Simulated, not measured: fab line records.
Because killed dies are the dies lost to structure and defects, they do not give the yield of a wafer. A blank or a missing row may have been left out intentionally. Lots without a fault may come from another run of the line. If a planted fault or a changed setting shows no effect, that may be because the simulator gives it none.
What tool caused it? :: flow sky130 :: route of 708 steps, sampled at 1 step: 13 lots, 39 wafers

WHAT THE GAUGES READ, wafer by wafer
SKY_LOCAL_INTERCONNECT_THK_MEAS_02: measures by xrf.
lot: L930
measured: day 29 07:26
on: filmMetro-03
LOCAL_INTERCONNECT_TIN_THK (nm): 101.4 102.6 102.7

lot: L932
measured: day 29 19:11
on: filmMetro-03
LOCAL_INTERCONNECT_TIN_THK (nm): 103.2 101.6 103.4

lot: L933
measured: day 29 23:22
on: filmMetro-04
LOCAL_INTERCONNECT_TIN_THK (nm): 100.6 100.9 101.0

lot: L934
measured: day 30 23:23
on: filmMetro-03
LOCAL_INTERCONNECT_TIN_THK (nm): 101.5 102.1 102.1

lot: L935
measured: day 31 05:44
on: filmMetro-04
LOCAL_INTERCONNECT_TIN_THK (nm): 101.3 100.3 99.9

lot: L936
measured: day 31 09:53
on: filmMetro-01
LOCAL_INTERCONNECT_TIN_THK (nm): 102.8 102.5 103.0

lot: L937
measured: day 31 21:23
on: filmMetro-04
LOCAL_INTERCONNECT_TIN_THK (nm): 100.8 99.3 99.7

lot: L938
measured: day 32 08:07
on: filmMetro-03
LOCAL_INTERCONNECT_TIN_THK (nm): 100.6 103.1 102.2

lot: L939
measured: day 32 10:09
on: filmMetro-04
LOCAL_INTERCONNECT_TIN_THK (nm): 101.7 102.0 101.4

lot: L947
measured: day 34 20:55
on: filmMetro-01
LOCAL_INTERCONNECT_TIN_THK (nm): 101.1 101.8 102.6

lot: L950
measured: day 35 17:23
on: filmMetro-01
LOCAL_INTERCONNECT_TIN_THK (nm): 102.3 101.5 101.2

lot: L951
measured: day 36 01:36
on: filmMetro-01
LOCAL_INTERCONNECT_TIN_THK (nm): 100.5 98.8 99.5

lot: L952
measured: day 36 03:47
on: filmMetro-03
LOCAL_INTERCONNECT_TIN_THK (nm): 101.1 100.2 99.3

EACH LOT AND THE TOOL THAT RAN IT (in order: tool; ch and the chambers of the sampled wafers; start)
The record holds no process step before these readings.

AS READ BY THE TOOLS THEMSELVES (means over the sampled wafers that have a number; for cases with no such wafer, the mark the record gives instead)
The record holds no such reading with a usual standard deviation.

THE ANSWER, worked out from the rows above alone
Rule: the usual values come from the lots themselves. The widest of any qualifying gaps counts: lots, ordered by their means at a reading, are off when they make up no more than a third of the lots, leave a main group of 4 or more, and stand apart from it by 3 or more times the standard deviation of that group's means. A main group is skipped when, at the precision printed for the reading in the tables above, its means are all equal. A lot without any number at a reading at which 4 lots or more have one is off too. All remaining lots with rows at the step are treated as sound. After the gauges, taken in route order, come the tools' own readings; for these a lot's mean is taken, as printed above. At the first step where some lot is off, the reading lying furthest off is the one used; lots without a number count as furthest.
Nothing can be told from this: no lot is off at any reading shown.

WHAT THE SIMULATOR PUT IN
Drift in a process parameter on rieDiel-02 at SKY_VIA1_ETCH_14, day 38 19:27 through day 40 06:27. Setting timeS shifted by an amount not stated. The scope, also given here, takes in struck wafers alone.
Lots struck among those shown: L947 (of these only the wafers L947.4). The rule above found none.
